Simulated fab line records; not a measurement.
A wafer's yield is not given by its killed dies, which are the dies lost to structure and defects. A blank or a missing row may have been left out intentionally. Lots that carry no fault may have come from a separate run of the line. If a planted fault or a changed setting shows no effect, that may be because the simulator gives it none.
One fault through the eyes of 2 desks :: flow gf180mcu :: every desk sees just its own numbers, and what lay behind them comes last

## DESK OF THE TOOL OWNER: rie-diel-02
The tool's own readings at GF_HV_LDD_ETCHBACK_58 (etches Si3N4 in CH3F/O2, stops on SiO2, time 100 s, target depth 90 nm): means of the sampled wafers that have a number, for each lot that ran on this tool. Any lot whose mean is over 4 standard deviations away from the usual mean is out of limits and marked OUT; that distance is given in the brackets.
Columns: A = drypump-motor-current-A at GF_HV_LDD_ETCHBACK_58, usual 5.8 A; B = oes-product-au at GF_HV_LDD_ETCHBACK_58, usual 0.843 a.u.; C = throttle-valve-pct at GF_HV_LDD_ETCHBACK_58, usual 10.560 %
lot: L538
first seen here: day 13 08:59
A: 5.7
B: 0.843
C: 10.559

lot: L543
first seen here: day 15 03:28
A: 5.4
B: 0.841
C: 10.562

lot: L545
first seen here: day 15 22:56
A: 5.8
B: 0.840
C: 10.557

lot: L549
first seen here: day 17 00:08
A: 5.8
B: 0.837
C: 10.554
This desk found nothing out of limits on any of the 4 lots.

## AT THE METROLOGY DESK
What the gauges read for every lot (on any tool): the sampled wafers with a number, averaged. Any lot whose mean is over 4 standard deviations away from the usual mean is out of limits and marked OUT; that distance is given in the brackets. Of its 12 readings 7 are shown: those that lie furthest out on some lot.
Columns: A = cd-nm at GF_HV_LDD_CD_MEAS_46, usual 400.2 nm; B = HV_LDD_03_OVL at GF_HV_LDD_OVL_MEAS_47, usual -1.1 nm; C = HV_LDD_RS at GF_HV_LDD_RS_MEAS_53, usual 417.6 ohm/sq; D = NSD_TW at GF_NSD_TW_MEAS_12, usual 4231; E = cd-nm at GF_PSD_CD_MEAS_07, usual 400.3 nm; F = PSD_OVL at GF_PSD_OVL_MEAS_08, usual -0.7 nm; G = PSD_TW at GF_PSD_TW_MEAS_11, usual 3167
lot: L538
first seen here: day 13 05:44
A: 399.6
B: 1.6
C: 417.3
D: 4211
E: 402.4
F: 0.2
G: 3171

lot: L543
first seen here: day 15 00:14
A: 398.0
B: -2.2
C: 418.6
D: 4306
E: 402.2
F: 0.6
G: 3176

lot: L545
first seen here: day 15 18:23
A: 400.5
B: -0.3
C: 418.3
D: 4211
E: 396.2
F: -1.1
G: 3129

lot: L549
first seen here: day 16 20:53
A: 400.3
B: -0.3
C: 417.0
D: 4224
E: 400.5
F: -2.1
G: 3138

lot: L553
first seen here: day 18 06:00
A: 403.1
B: 1.2
C: 419.6
D: 4322
E: 400.7
F: -4.0
G: 3177

lot: L556
first seen here: day 19 06:16
A: 402.3
B: -3.2
C: 417.0
D: 4192
E: 398.7
F: -1.8
G: 3171
This desk found nothing out of limits on any of the 6 lots.

## ALL TOGETHER
The tool owner's desk saw nothing out of limits.
From the metrology desk's view, nothing was out of limits.

## WHAT THE SIMULATOR HAD INSERTED
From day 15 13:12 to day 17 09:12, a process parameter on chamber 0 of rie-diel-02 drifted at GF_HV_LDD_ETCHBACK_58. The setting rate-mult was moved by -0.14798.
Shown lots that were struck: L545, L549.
